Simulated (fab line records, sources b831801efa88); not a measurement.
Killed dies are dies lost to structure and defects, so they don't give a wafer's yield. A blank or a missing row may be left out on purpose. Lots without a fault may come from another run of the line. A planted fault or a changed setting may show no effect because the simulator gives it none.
fab line records | flow sky130
record lots=6 wafers=18 last_day=50
route steps=708 shown FIELD_ISO@11 PAD_OPEN@708
lots that met no fault: from a run of the same line without faults
start_h: hours from the record's first day to the start of the lot's first wafer shown | wait_h: hours since the lot's step before | " the same as in the row above | L1.1+2: a row that stands for several wafers | - no value, or no start given | * or withheld: withheld | < > ~ a bound
route shown NAME@n: a module of which the file shows steps, and the number in the route of the first | usual: mean/standard deviation of fault-free wafers | same: alike in all rows | chamber/n: place in a boat | sites: the reading at each site | _std_site: their standard deviation | _edge_site: outer sites' mean less inner sites' | radius_mm: how far each site lies from the wafer's centre | mask NAME#n: copy n | behind: the tool/chamber that last shaped the wafer | hold: why the lot was held/for how many hours/how that ended | device: the transistor (n, p or np) that didn't switch | end of line: the same wafers' tests at the end of the route | a step without rows: its recipe alone | killed: dies lost to structure and defects at the first sort, not the wafer's yield | map: a wafer's dies, x killed, . not, _ none there
set.NAME: the setting as run; set.NAME@STEP: as run at that earlier step | model.NAME: the simulator's own value behind a step, which no gauge read
lots at some steps of the route; a table a step, a row a wafer
services: from which hour (start_h, from the record's first day; less than 0 if before it) a tool's chamber was out of use, for how many hours, and why
## steps
# step SKY_FIELD_ISO_EXPOSE_10
# recipe mask_id=FOM na=0.68 source_shape=annular sigma_inner=0.4 sigma_outer=0.8 target_cd_nm=150 dose_mj=28
# step SKY_FIELD_ISO_PEB_11
# recipe peb_temp_c=withheld peb_time_s=withheld resist=KrF-thick
# step SKY_FIELD_ISO_DEVELOP_12
# recipe develop_time_s=60 resist=KrF-thick dev_temp_c=21
# step SKY_FIELD_ISO_CD_MEAS_13
# recipe target_cd_nm=150
# usual cd_nm=150.0/1.3
# columns lot.wafer tool chamber start_h wait_h cd_nm
L997.1 cd_sem-01 - 66.51 - 147.5
L997.2 " - " " 146.9
L997.5 " - " " 147.8
L100.1 cd_sem-01 - 82.52 - 149.7
L100.3 " - " " 150.7
L100.5 " - " " 147.3
L102.1 cd_sem-01 - 90.44 - 151.5
L102.3 " - " " 151.3
L102.5 " - " " 152.4
L103.3 cd_sem-02 - 99.15 - 151.7
L103.5 " - " " 152.1
L103.6 " - " " 151.7
L111.1 cd_sem-02 - 147.21 - 148.8
L111.2 " - " " 148.2
L111.6 " - " " 149.9
L113.3 cd_sem-01 - 152.53 - 151.4
L113.4 " - " " 151.7
L113.5 " - " " 150.1
# step SKY_FIELD_ISO_ETCH_14
# recipe chemistry=N2/H2 target=BARC ion_energy_ev=200 source_w=500 bias_w=100 pressure_mtorr=30 n2_flow_sccm=100 h2_flow_sccm=200 stop_on=SiO2 time_s=45.9 target_depth_a=600
# usual bias_w=100.0/0.31 drypump_motor_current_A=5.4/0.4 n2_flow_sccm=100.0/0.33 oes_product_au=0.854/0.0047 throttle_valve_pct=13.225/0.0092
# columns lot.wafer tool chamber start_h wait_h bias_w drypump_motor_current_A n2_flow_sccm oes_product_au rf_hours_counter_h throttle_valve_pct
L997.1 rie_diel-01 2 66.63 0.1 99.8 4.7 99.9 0.858 65 13.218
L997.2 " 1 " " 99.6 5.2 100.2 0.850 68 13.221
L997.5 " 1 " " 100.0 5.2 100.0 0.848 - 13.218
L100.1 rie_diel-03 3 82.64 0.1 99.7 5.8 100.2 0.858 52 13.223
L100.3 " 0 " " 99.9 5.5 99.8 0.847 19 13.230
L100.5 " 1 " " 100.4 4.7 100.3 0.855 - 13.232
L102.1 rie_diel-01 1 90.56 0.1 100.2 5.3 100.2 0.853 68 13.223
L102.3 " 3 " " 100.6 5.8 99.9 0.857 70 13.223
L102.5 " 1 " " 100.1 5.3 100.1 0.857 - 13.217
L103.3 rie_diel-01 3 99.23 0.1 100.3 5.8 100.3 0.863 70 13.233
L103.5 " 3 " " 100.3 5.8 100.2 0.857 - 13.235
L103.6 " 0 " " 100.1 5.8 99.7 0.854 - 13.228
L111.1 rie_diel-03 3 147.33 0.1 100.4 5.9 100.1 0.852 53 13.233
L111.2 " 0 " " 100.3 5.5 100.2 0.846 20 13.220
L111.6 " 0 " " 100.2 5.4 100.8 0.847 - 13.207
L113.3 rie_diel-03 0 152.61 0.1 100.3 5.5 100.5 0.863 20 13.214
L113.4 " 0 " " 100.1 5.5 100.1 0.854 - 13.224
L113.5 " 1 " " 100.8 4.7 99.7 0.857 - 13.236
# step SKY_FIELD_ISO_ETCH_15
# recipe chemistry=CHF3/O2 target_depth_nm=180 stop_on=Si source_w=600 bias_w=200 pressure_mtorr=40 chf3_flow_sccm=50 O2_flow_sccm=5 time_s=72
# usual bias_w=200.0/0.55 chf3_flow_sccm=50.00/0.15 drypump_motor_current_A=5.4/0.41 oes_product_au=0.946/0.0064 throttle_valve_pct=8.844/0.0088
# columns lot.wafer tool chamber start_h wait_h bias_w chf3_flow_sccm drypump_motor_current_A oes_product_au rf_hours_counter_h throttle_valve_pct
L997.1 rie_diel-01 2 66.67 0.0 199.2 49.99 4.7 0.954 65 8.825
L997.2 " 1 " " 199.8 50.13 5.3 0.946 68 8.829
L997.5 " 1 " " 198.5 50.14 5.2 0.955 - 8.850
L100.1 rie_diel-03 3 82.68 0.0 200.6 50.14 5.9 0.934 52 8.838
L100.3 " 0 " " 200.0 50.04 5.5 0.938 19 8.844
L100.5 " 1 " " 198.8 50.11 4.6 0.943 - 8.839
L102.1 rie_diel-01 1 90.61 0.0 200.6 50.13 5.2 0.959 68 8.850
L102.3 " 3 " " 199.7 50.11 5.8 0.956 70 8.849
L102.5 " 1 " " 200.4 50.14 5.2 0.955 - 8.841
L103.3 rie_diel-01 3 99.27 0.0 199.1 50.15 5.8 0.955 70 8.854
L103.5 " 3 " " 199.6 49.98 5.8 0.944 - 8.841
L103.6 " 0 " " 201.0 50.07 5.7 0.949 - 8.837
L111.1 rie_diel-03 3 147.37 0.0 200.2 50.10 5.8 0.950 53 8.841
L111.2 " 0 " " 200.4 49.96 5.5 0.945 20 8.855
L111.6 " 0 " " 200.3 49.94 5.5 0.940 - 8.833
L113.3 rie_diel-03 0 152.66 0.0 199.9 49.94 5.5 0.946 20 8.843
L113.4 " 0 " " 200.0 50.00 5.5 0.951 - 8.857
L113.5 " 1 " " 199.9 49.95 4.6 0.951 - 8.826
# step SKY_FIELD_ISO_STRIP_16
# recipe chemistry=O2/N2 power_w=1400 pressure_mtorr=1500 platen_temp_c=withheld o2_flow_sccm=3000 n2_flow_sccm=300 overash_fraction=0.5
# usual drypump_motor_current_A=5.6/0.46 n2_flow_sccm=300.0/0.91 oes_product_au=0.378/0.0046 strip_time_to_endpoint_s=3.56/0.039
# columns lot.wafer tool chamber start_h wait_h drypump_motor_current_A n2_flow_sccm oes_product_au rf_hours_counter_h strip_time_to_endpoint_s
L997.1 plasma_asher-02 0 66.73 0.0 6.0 299.6 0.370 25 3.57
L997.2 " 1 " " 5.4 299.0 0.371 25 3.49
L997.5 " 0 " " 6.0 300.1 0.374 - 3.48
L100.1 plasma_asher-03 1 82.74 0.0 5.0 299.6 0.379 42 3.62
L100.3 " 1 " " 5.0 300.7 0.376 - 3.59
L100.5 " 0 " " 6.0 300.2 0.375 - 3.55
L102.1 plasma_asher-03 1 90.66 0.0 5.0 300.5 0.373 43 3.49
L102.3 " 0 " " 6.0 299.6 0.383 - 3.55
L102.5 " 1 " " 5.0 299.7 0.385 - 3.50
L103.3 plasma_asher-02 0 99.36 0.1 6.0 298.9 0.377 - 3.53
L103.5 " 1 " " 5.4 300.2 0.369 - 3.54
L103.6 " 0 " " 6.0 299.3 0.379 - 3.59
L111.1 plasma_asher-02 1 147.43 0.0 5.4 300.1 0.382 34 3.61
L111.2 " 0 " " 6.0 298.8 0.378 34 3.64
L111.6 " 0 " " 6.0 299.8 0.385 - 3.64
L113.3 plasma_asher-03 0 152.75 0.1 6.0 300.9 0.377 - 3.63
L113.4 " 1 " " 5.0 300.1 0.381 - 3.61
L113.5 " 1 " " 5.0 300.4 0.380 - 3.57
# step SKY_FIELD_ISO_ETCH_17
# recipe target_depth_a=3420 mask_material=Si3N4 chemistry=HBr/Cl2/O2 target=Si taper_deg=5 icp_w=600 bias_w=150 pressure_mtorr=15 HBr_flow_sccm=150 Cl2_flow_sccm=40 O2_flow_sccm=6 time_s=97.7
# usual bias_w=150.0/0.41 drypump_motor_current_A=5.7/0.3 oes_product_au=0.994/0.014 throttle_valve_pct=25.660/0.013
# columns lot.wafer tool chamber start_h wait_h bias_w drypump_motor_current_A oes_product_au rf_hours_counter_h throttle_valve_pct
L997.1 rie_si-01 0 66.83 0.1 149.9 6.0 1.002 7 25.649
L997.2 " 2 " " 149.8 6.0 0.998 3 25.655
L997.5 " 1 " " 149.6 5.3 0.984 - 25.668
L100.1 rie_si-02 3 82.84 0.1 150.0 5.4 0.953 38 25.682
L100.3 " 0 " " 150.1 5.5 1.005 72 25.661
L100.5 " 3 " " 149.8 5.4 0.959 - 25.690
L102.1 rie_si-02 0 90.76 0.1 150.0 5.5 0.999 72 25.658
L102.3 " 2 " " 150.1 5.8 1.016 74 25.672
L102.5 " 0 " " 150.0 5.5 1.000 - 25.653
L103.3 rie_si-02 0 99.43 0.0 150.0 5.5 0.993 72 25.657
L103.5 " 0 " " 149.5 5.5 1.002 - 25.658
L103.6 " 3 " " 149.7 5.4 0.970 - 25.670
L111.1 rie_si-02 2 147.53 0.1 149.4 5.9 0.997 74 25.666
L111.2 " 1 " " 150.0 5.5 0.989 63 25.654
L111.6 " 3 " " 149.9 5.4 0.974 - 25.674
L113.3 rie_si-02 3 152.81 0.0 149.1 5.4 0.956 39 25.702
L113.4 " 1 " " 149.8 5.4 0.983 63 25.666
L113.5 " 3 " " 149.3 5.4 0.964 - 25.670
# step SKY_FIELD_ISO_WET_ETCH_18
# recipe chemistry=H3PO4 target_depth_nm=25 temp_c=160 target=Si3N4 time_s=286
# step SKY_FIELD_ISO_CLEAN_19
# recipe chemistry=SC1/SC2 mix=1:4:20 temp_c=70 time_s=150
# step SKY_FIELD_ISO_CLEAN_20
# recipe chemistry=dHF time_s=19.71 dilution=100:1
# step SKY_FIELD_ISO_WET_ETCH_21
# recipe chemistry=dHF dilution=100:1 target_depth_nm=20 dry=ipa_marangoni target=SiO2 temp_c=25 time_s=400
# step SKY_FIELD_ISO_OXIDATION_22
# recipe temp_c=950 ambient=O2 stabilise_s=600 purge_s=300 target_thk_a=100 ox_time_s=623
# usual spike_tc_top_C=963/3.9 spike_tc_upper_C=950.4/1
# columns lot.wafer tool chamber start_h wait_h spike_tc_top_C spike_tc_upper_C model.SiO2_of_FIELD_ISO_OXIDATION_22.thk_nm
L997.1 furnace-02 0 67.17 0.0 959 950.5 10.01
L997.2 " 0 " " 960 950.7 9.908
L997.5 " 0 " " 959 950.0 9.931
L100.1 furnace-02 0 84.73 1.5 959 951.6 10.01
L100.3 " 0 " " 958 949.6 10.1
L100.5 " 0 " " 958 950.4 9.813
L102.1 furnace-02 0 91.65 0.5 960 949.6 4.075
L102.3 " 0 " " 958 951.8 4.348
L102.5 " 0 " " 959 951.0 4.35
L103.3 furnace-02 0 100.45 0.7 960 950.5 4.433
L103.5 " 0 " " 959 950.7 4.449
L103.6 " 0 " " 958 950.7 4.367
L111.1 furnace-01 0 147.88 0.0 967 950.4 9.7
L111.2 " 0 " " 966 949.9 9.686
L111.6 " 0 " " 967 951.1 9.621
L113.3 furnace-01 0 154.86 1.5 968 950.2 9.762
L113.4 " 0 " " 967 948.8 9.982
L113.5 " 0 " " 969 951.0 9.871
# step SKY_FIELD_ISO_THK_MEAS_23
# recipe reads=SiO2_of_FIELD_ISO_OXIDATION_22
# usual FIELD_ISO_OXIDATION_01_THK=9.96/0.21
# columns lot.wafer tool chamber start_h wait_h FIELD_ISO_OXIDATION_01_THK[nm]
L997.1 film_metro-01 - 68.34 0.0 9.98
L997.2 " - " " 9.89
L997.5 " - " " 9.95
L100.1 film_metro-01 - 85.90 0.0 9.99
L100.3 " - " " 10.14
L100.5 " - " " 9.82
L102.1 film_metro-03 - 92.83 0.0 4.11
L102.3 " - " " 4.33
L102.5 " - " " 4.35
L103.3 film_metro-03 - 101.64 0.0 4.43
L103.5 " - " " 4.41
L103.6 " - " " 4.41
L111.1 film_metro-03 - 149.05 0.0 9.72
L111.2 " - " " 9.68
L111.6 " - " " 9.64
L113.3 film_metro-02 - 156.05 0.0 9.76
L113.4 " - " " 10.01
L113.5 " - " " 9.88
# step SKY_FIELD_ISO_CVD_24
# recipe material=SiO2 target_thk_nm=595 temp_c=650 sigma_open_frac=0.3 time_s=99.2 sih4_flow_sccm=60 pressure_mtorr=6
# step SKY_PAD_OPEN_PROBE_99
# usual killed_at_M0_to_M3=45/7.5 killed_at_M4_up=2.8/1.9 killed_at_contacts=25/5.5 killed_at_front_end=14/4 killed_at_other=0.3/0.75 killed_dies=87/9.4 killed_open=47/6.6 killed_short=39/6.6
# same gross_dies=492 killed_at_back_side=0
# columns lot.wafer tool chamber start_h wait_h killed_at_M0_to_M3 killed_at_M4_up killed_at_contacts killed_at_front_end killed_at_other killed_dies killed_open killed_short model.etest.diode_ndiff_fingers.leak_log10_a_cm2 model.etest.diode_pdiff_fingers.leak_log10_a_cm2 model.etest.sram_nfet_pass.off_log10_a_um model.etest.nfet_01v8.off_log10_a_um
L997.1 prober-01 - 1122.16 0.1 38 2 29 18 0 87 43 43 -6.784 -6.616 -12.62 -13.27
L997.2 prober-01 - 1122.21 0.1 33 2 10 16 0 61 36 25 -6.462 -6.687 -12.72 -13.23
L997.5 prober-01 - 1122.36 0.2 49 1 28 13 0 91 46 45 -6.797 -6.652 -12.69 -13.45
L100.1 prober-01 - 1138.62 0.1 44 2 24 18 0 88 46 42 -6.676 -6.503 -12.76 -13.26
L100.3 prober-01 - 1138.72 0.2 49 1 21 17 0 88 50 38 -6.406 -6.595 -12.34 -13.31
L100.5 prober-01 - 1138.82 0.2 61 1 26 23 1 112 66 46 -6.398 -6.537 -12.61 -13.3
L102.1 prober-02 - 1160.32 0.1 60 3 23 12 1 99 62 37 -6.261 -6.085 -12.4 -13.06
L102.3 prober-02 - 1160.42 0.2 39 3 26 13 1 82 45 37 -6.314 -6.374 -12.25 -13.27
L102.5 prober-02 - 1160.52 0.2 69 1 15 11 0 96 58 38 -6.316 -6.142 -11.97 -13.07
L103.3 prober-02 - 1175.28 0.2 45 2 14 16 1 78 44 34 -6.279 -6.106 -12.24 -13.21
L103.5 prober-02 - 1175.38 0.2 47 1 25 18 0 91 48 43 -6.239 -6.112 -12.2 -13.18
L103.6 prober-02 - 1175.43 0.2 44 2 24 8 1 79 35 44 -6.176 -6.389 -12.38 -13.2
L111.1 prober-01 - 1202.71 0.1 42 2 35 11 0 90 47 43 -6.893 -6.509 -12.64 -13.36
L111.2 prober-01 - 1202.76 0.1 41 0 25 14 0 80 42 38 -6.695 -6.725 -12.8 -13.33
L111.6 prober-01 - 1202.96 0.2 38 3 28 9 2 80 40 40 -6.769 -6.462 -12.57 -13.18
L113.3 prober-02 - 1207.61 0.2 31 1 32 10 0 74 40 34 -6.856 -6.696 -12.8 -13.32
L113.4 prober-02 - 1207.66 0.2 44 4 27 20 1 96 47 49 -6.773 -6.428 -12.48 -13.44
L113.5 prober-02 - 1207.71 0.2 46 3 22 20 1 92 49 43 -6.674 -6.577 -12.52 -13.36
# killed by level:class
L997.1 CONTACT:geometric_particle:open=10 METAL1:geometric_particle:short=8 LI_CONTACT:geometric_particle:open=7 CONTACT:geometric_particle:short=6 VIA1:geometric_particle:open=6 FIELD_ISO:geometric_particle:short=4 FIELD_ISO:geometric_particle:open=4 POLY_GATE:geometric_particle:open=4
L997.2 VIA1:geometric_particle:open=9 FIELD_ISO:geometric_particle:short=6 FIELD_ISO:geometric_particle:open=5 LI_CONTACT:geometric_particle:open=5 VIA2:geometric_particle:short=5 VIA2:geometric_particle:open=5 CONTACT:geometric_particle:open=3 METAL3:geometric_particle:short=3
L997.5 VIA1:geometric_particle:open=11 CONTACT:geometric_particle:open=10 METAL2:geometric_particle:short=7 VIA2:geometric_particle:open=7 METAL1:geometric_particle:short=7 CONTACT:geometric_particle:short=6 VIA3:geometric_particle:open=5 LI_CONTACT:geometric_particle:short=4
L100.1 LI_CONTACT:geometric_particle:open=9 VIA1:geometric_particle:open=8 VIA3:geometric_particle:open=7 LOCAL_INTERCONNECT:geometric_particle:short=6 METAL1:geometric_particle:short=5 CONTACT:geometric_particle:open=5 FIELD_ISO:geometric_particle:short=4 SPACER:geometric_particle:open=4
L100.3 VIA1:geometric_particle:open=10 METAL1:geometric_particle:short=8 CONTACT:geometric_particle:open=8 VIA3:geometric_particle:open=8 FIELD_ISO:geometric_particle:open=6 CONTACT:geometric_particle:short=6 VIA2:geometric_particle:open=6 METAL2:geometric_particle:short=5
L100.5 VIA1:geometric_particle:open=17 FIELD_ISO:geometric_particle:open=10 CONTACT:geometric_particle:open=9 LI_CONTACT:geometric_particle:open=8 METAL1:geometric_particle:short=7 METAL2:geometric_particle:short=7 VIA3:geometric_particle:open=7 CONTACT:geometric_particle:short=5
L102.1 VIA1:geometric_particle:open=16 VIA3:geometric_particle:open=13 VIA2:geometric_particle:open=8 LI_CONTACT:geometric_particle:open=7 CONTACT:geometric_particle:open=6 POLY_GATE:geometric_particle:short=5 VIA2:geometric_particle:short=5 LOCAL_INTERCONNECT:geometric_particle:short=4
L102.3 VIA2:geometric_particle:open=9 CONTACT:geometric_particle:open=9 LI_CONTACT:geometric_particle:open=6 METAL1:geometric_particle:short=6 CONTACT:geometric_particle:short=5 VIA3:geometric_particle:open=5 METAL2:geometric_particle:short=5 VIA1:geometric_particle:open=4
L102.5 VIA1:geometric_particle:open=19 VIA2:geometric_particle:open=12 VIA3:geometric_particle:open=8 METAL2:geometric_particle:short=8 LI_CONTACT:geometric_particle:open=6 LOCAL_INTERCONNECT:geometric_particle:short=5 VIA2:geometric_particle:short=5 POLY_GATE:geometric_particle:short=4
L103.3 VIA1:geometric_particle:open=11 VIA3:geometric_particle:open=8 METAL2:geometric_particle:short=6 VIA2:geometric_particle:open=6 FIELD_ISO:geometric_particle:open=5 CONTACT:geometric_particle:short=5 FIELD_ISO:geometric_particle:short=4 LI_CONTACT:geometric_particle:short=4
L103.5 VIA1:geometric_particle:short=11 VIA1:geometric_particle:open=11 CONTACT:geometric_particle:open=9 LI_CONTACT:geometric_particle:open=7 CONTACT:geometric_particle:short=6 VIA2:geometric_particle:open=6 FIELD_ISO:geometric_particle:open=5 FIELD_ISO:geometric_particle:short=5
L103.6 VIA1:geometric_particle:open=9 VIA2:geometric_particle:open=7 LI_CONTACT:geometric_particle:open=6 CONTACT:geometric_particle:open=6 VIA1:geometric_particle:short=5 CONTACT:geometric_particle:short=5 METAL1:geometric_particle:short=5 VIA3:geometric_particle:short=5
L111.1 CONTACT:geometric_particle:open=12 METAL2:geometric_particle:short=8 VIA1:geometric_particle:open=8 LI_CONTACT:geometric_particle:open=7 POLY_GATE:geometric_particle:open=6 LI_CONTACT:geometric_particle:short=6 LOCAL_INTERCONNECT:geometric_particle:short=6 VIA2:geometric_particle:open=6
L111.2 CONTACT:geometric_particle:open=12 VIA3:geometric_particle:open=6 METAL1:geometric_particle:short=6 METAL2:geometric_particle:short=6 POLY_GATE:geometric_particle:open=5 POLY_GATE:geometric_particle:short=5 LI_CONTACT:geometric_particle:short=5 VIA1:geometric_particle:open=5
L111.6 METAL2:geometric_particle:short=10 CONTACT:geometric_particle:open=8 CONTACT:geometric_particle:short=7 LI_CONTACT:geometric_particle:short=6 LI_CONTACT:geometric_particle:open=6 VIA2:geometric_particle:open=6 VIA3:geometric_particle:open=4 VIA1:geometric_particle:open=4
L113.3 CONTACT:geometric_particle:open=11 LI_CONTACT:geometric_particle:open=10 LOCAL_INTERCONNECT:geometric_particle:short=6 VIA1:geometric_particle:open=6 VIA1:geometric_particle:short=5 METAL1:geometric_particle:short=4 VIA2:geometric_particle:open=4 VIA3:geometric_particle:open=4
L113.4 CONTACT:geometric_particle:open=10 VIA1:geometric_particle:open=9 VIA3:geometric_particle:open=9 CONTACT:geometric_particle:short=7 FIELD_ISO:geometric_particle:short=6 POLY_GATE:geometric_particle:open=6 METAL1:geometric_particle:short=6 VIA1:geometric_particle:short=5
L113.5 VIA1:geometric_particle:open=18 LOCAL_INTERCONNECT:geometric_particle:short=7 METAL1:geometric_particle:short=6 POLY_GATE:geometric_particle:open=5 CONTACT:geometric_particle:open=5 FIELD_ISO:geometric_particle:short=4 FIELD_ISO:geometric_particle:open=4 LI_CONTACT:geometric_particle:short=4
## services
# columns tool chamber start_h hours kind
rie_si-02 - 65.35 0.1 repair
furnace-01 - 73.37 4.0 pm
rie_si-01 3 77.29 2.2 repair
rie_si-01 2 85.59 4.8 repair
plasma_asher-02 - 117.20 2.8 pm
rie_si-01 1 128.92 2.2 repair
rie_diel-03 2 131.29 - clean
rie_diel-03 2 131.29 22.9 scheduled_down
rie_diel-03 2 131.29 22.9 vent_cycle
## key
first_sign step=SKY_FIELD_ISO_THK_MEAS_23 reading=FIELD_ISO_OXIDATION_01_THK direction=down sigmas=27 usual=9.96 struck=4.34
effect none on later readings
model_effect step=SKY_FIELD_ISO_OXIDATION_22 value=SiO2_of_FIELD_ISO_OXIDATION_22.thk_nm without=10.03 struck=4.337
model_effect step=SKY_PAD_OPEN_PROBE_99 value=etest.diode_ndiff_fingers.leak_log10_a_cm2 without=-6.688 struck=-6.264
met_at SKY_FIELD_ISO_OXIDATION_22
struck_wafers L102.1,L102.3,L102.5,L103.3,L103.5,L103.6
tester_left_out L102,L103
onset_between 84.73 91.65
also_fits SKY_FIELD_ISO_ETCH_14:rie_diel-01,SKY_FIELD_ISO_ETCH_15:rie_diel-01
fault kind=process_parameter_drift tool=furnace-02 chamber=- onset_h=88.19 steps=SKY_FIELD_ISO_OXIDATION_22 channel=ox_time_s offset=* shape=step end_h=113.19 acts_in=* stated=*
# tester_left_out: of these lots the tester's yield and bins aren't shown, on N5 and GAA mostly nor the transistor test; their killed dies are dies lost to structure and defects alone, not to doping, threshold or leakage, so they don't give the yield
